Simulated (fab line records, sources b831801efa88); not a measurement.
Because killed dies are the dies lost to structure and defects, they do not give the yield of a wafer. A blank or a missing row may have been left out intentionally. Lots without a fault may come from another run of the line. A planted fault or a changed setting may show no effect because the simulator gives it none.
Struck lot and sound lot, side by side | flow gf180mcu | 44 steps out of a route of 602
Sound: wafers L107.3, L107.5, L107.6. Struck: wafers L114.1, L114.3, L114.4. Last of all comes the cause.
At each step with rows: each side's tool, then ch and its chambers, then its first start. Under that, the readings that differ: sound wafers | struck wafers | difference of the means | sigmas: that difference in standard deviations of wafers without a fault.
alike: a reading whose means differ by less than 2 such deviations, as well as words and numbers matching on both sides. not compared: withheld readings; readings where some wafer has no value; bounds like >300 that might hide an equal value; numbers whose values overlap and for which the record gives no deviation.
A row with sigmas, a row that says differs or no value, or rows on one side alone: a step with any of these is where the two part. When numbers do not overlap yet have no deviation, they are printed without sigmas and do not part them. A reading that every wafer of one side lacks parts them only if that side has two wafers or more.

first, 1 step without rows for these wafers: GF_MVSD_IMPLANT_09.
GF_MVSD_STRIP_10: strips in O2/N2.
  sound on plasma_asher-03 ch 0,1, day 6 20:03; struck on plasma_asher-03 ch 0,1, day 8 12:21
  alike: drypump_motor_current_A, heater_power_w, oes_product_au, strip_time_to_endpoint_s
  not compared: rf_hours_counter_h
GF_MVSD_TW_MEAS_11:
  sound on film_metro-01 at day 6 20:08; struck on film_metro-01 at day 8 12:27
  alike: MVSD_TW
then, 7 steps without rows for these wafers: GF_MVPSD_DEHYDRATE_00 (time 60 s); GF_MVPSD_HMDS_01 (prime time 60 s); GF_MVPSD_COAT_02 (resist thk 3000 nm); GF_MVPSD_SOFTBAKE_03; GF_MVPSD_EXPOSE_04 (exposes mask MVPSD, target cd 1000 nm); GF_MVPSD_PEB_05; GF_MVPSD_DEVELOP_06 (develop time 60 s).
GF_MVPSD_OVL_MEAS_07:
  sound on overlay-01 at day 7 11:35; struck on overlay-02 at day 9 05:22
  alike: MVPSD_OVL
then, 1 step without rows for these wafers: GF_MVPSD_IMPLANT_08.
GF_MVPSD_IMPLANT_09:
  sound on implanter-04 ch 0, day 7 11:49; struck on implanter-04 ch 0, day 9 05:52
  alike: dose_ions_cm2
GF_MVPSD_STRIP_10: strips in O2/N2.
  sound on plasma_asher-01 ch 0,1, day 7 11:57; struck on plasma_asher-03 ch 0,1, day 9 06:01
  reading                     | sound          | struck         | difference | sigmas
  drypump_motor_current_A (A) | 5.70 5.67 5.66 | 4.96 4.95 5.01 | -0.70      | -3
  alike: heater_power_w, oes_product_au, strip_time_to_endpoint_s
  not compared: rf_hours_counter_h
GF_MVPSD_TW_MEAS_11:
  sound on film_metro-02 at day 7 12:02; struck on film_metro-03 at day 9 06:26
  reading  | sound             | struck            | difference | sigmas
  MVPSD_TW | 548.5 550.3 553.1 | 583.3 586.8 585.7 | +34.6      | +12
then, 7 steps without rows for these wafers: GF_VT_IMPLANT_DEHYDRATE_00 (time 60 s); GF_VT_IMPLANT_HMDS_01 (prime time 60 s); GF_VT_IMPLANT_COAT_02 (resist thk 1000 nm); GF_VT_IMPLANT_SOFTBAKE_03 (time 60 s); GF_VT_IMPLANT_EXPOSE_04 (exposes mask LVPWELL LV AREA, target cd 600 nm); GF_VT_IMPLANT_PEB_05; GF_VT_IMPLANT_DEVELOP_06 (develop time 60 s).
GF_VT_IMPLANT_OVL_MEAS_07:
  sound on overlay-01 at day 8 04:25; struck on overlay-01 at day 9 22:52
  alike: VT_IMPLANT_OVL
then, 1 step without rows for these wafers: GF_VT_IMPLANT_IMPLANT_08.
GF_VT_IMPLANT_STRIP_09: strips in O2/N2.
  sound on plasma_asher-01 ch 0,1, day 8 04:38; struck on plasma_asher-01 ch 0,1, day 9 23:03
  reading                      | sound             | struck            | difference | sigmas
  strip_time_to_endpoint_s (s) | 12.68 12.68 12.64 | 12.56 12.61 12.55 | -0.09      | -3
  alike: drypump_motor_current_A, heater_power_w, oes_product_au
  not compared: rf_hours_counter_h
GF_VT_IMPLANT_TW_MEAS_10:
  sound on film_metro-01 at day 8 04:43; struck on film_metro-01 at day 9 23:09
  alike: VT_IMPLANT_TW
then, 7 steps without rows for these wafers: GF_VT_IMPLANT_DEHYDRATE_11 (time 60 s); GF_VT_IMPLANT_HMDS_12 (prime time 60 s); GF_VT_IMPLANT_COAT_13 (resist thk 1000 nm); GF_VT_IMPLANT_SOFTBAKE_14 (time 60 s); GF_VT_IMPLANT_EXPOSE_15 (exposes mask Nwell LV AREA, target cd 860 nm); GF_VT_IMPLANT_PEB_16; GF_VT_IMPLANT_DEVELOP_17 (develop time 60 s).
GF_VT_IMPLANT_OVL_MEAS_18:
  sound on overlay-02 at day 8 21:07; struck on overlay-02 at day 10 17:20
  alike: VT_IMPLANT_01_OVL
then, 1 step without rows for these wafers: GF_VT_IMPLANT_IMPLANT_19.
GF_VT_IMPLANT_STRIP_20: strips in O2/N2.
  sound on plasma_asher-01 ch 0,1, day 8 21:19; struck on plasma_asher-04 ch 0,1, day 10 17:32
  alike: drypump_motor_current_A, heater_power_w, oes_product_au, strip_time_to_endpoint_s
  not compared: rf_hours_counter_h
GF_VT_IMPLANT_TW_MEAS_21:
  sound on film_metro-04 at day 8 21:24; struck on film_metro-03 at day 10 17:38
  alike: VT_IMPLANT_2_TW
then, 5 steps without rows for these wafers: GF_VT_IMPLANT_DEHYDRATE_22 (time 60 s); GF_VT_IMPLANT_HMDS_23 (prime time 60 s); GF_VT_IMPLANT_COAT_24 (resist thk 1000 nm); GF_VT_IMPLANT_SOFTBAKE_25 (time 60 s); GF_VT_IMPLANT_EXPOSE_26 (exposes mask LVPWELL HV AREA, target cd 860 nm).
GF_VT_IMPLANT_RS_MEAS_49: a four-point-probe measurement.
  sound on film_metro-02 at day 10 08:11; struck on film_metro-01 at day 12 08:37
  reading           | sound                | struck               | difference | sigmas
  MVPSD_RS (ohm/sq) | 1164.6 1166.8 1167.4 | 1005.5 1004.1 1007.1 | -160.7     | -73
then, 1 step without rows for these wafers: GF_PASSIVATION_PROBE_99.

## WHERE THEY PART
First at GF_MVPSD_STRIP_10; last, within this record, at GF_VT_IMPLANT_RS_MEAS_49.

WHY: the cause the simulator had injected
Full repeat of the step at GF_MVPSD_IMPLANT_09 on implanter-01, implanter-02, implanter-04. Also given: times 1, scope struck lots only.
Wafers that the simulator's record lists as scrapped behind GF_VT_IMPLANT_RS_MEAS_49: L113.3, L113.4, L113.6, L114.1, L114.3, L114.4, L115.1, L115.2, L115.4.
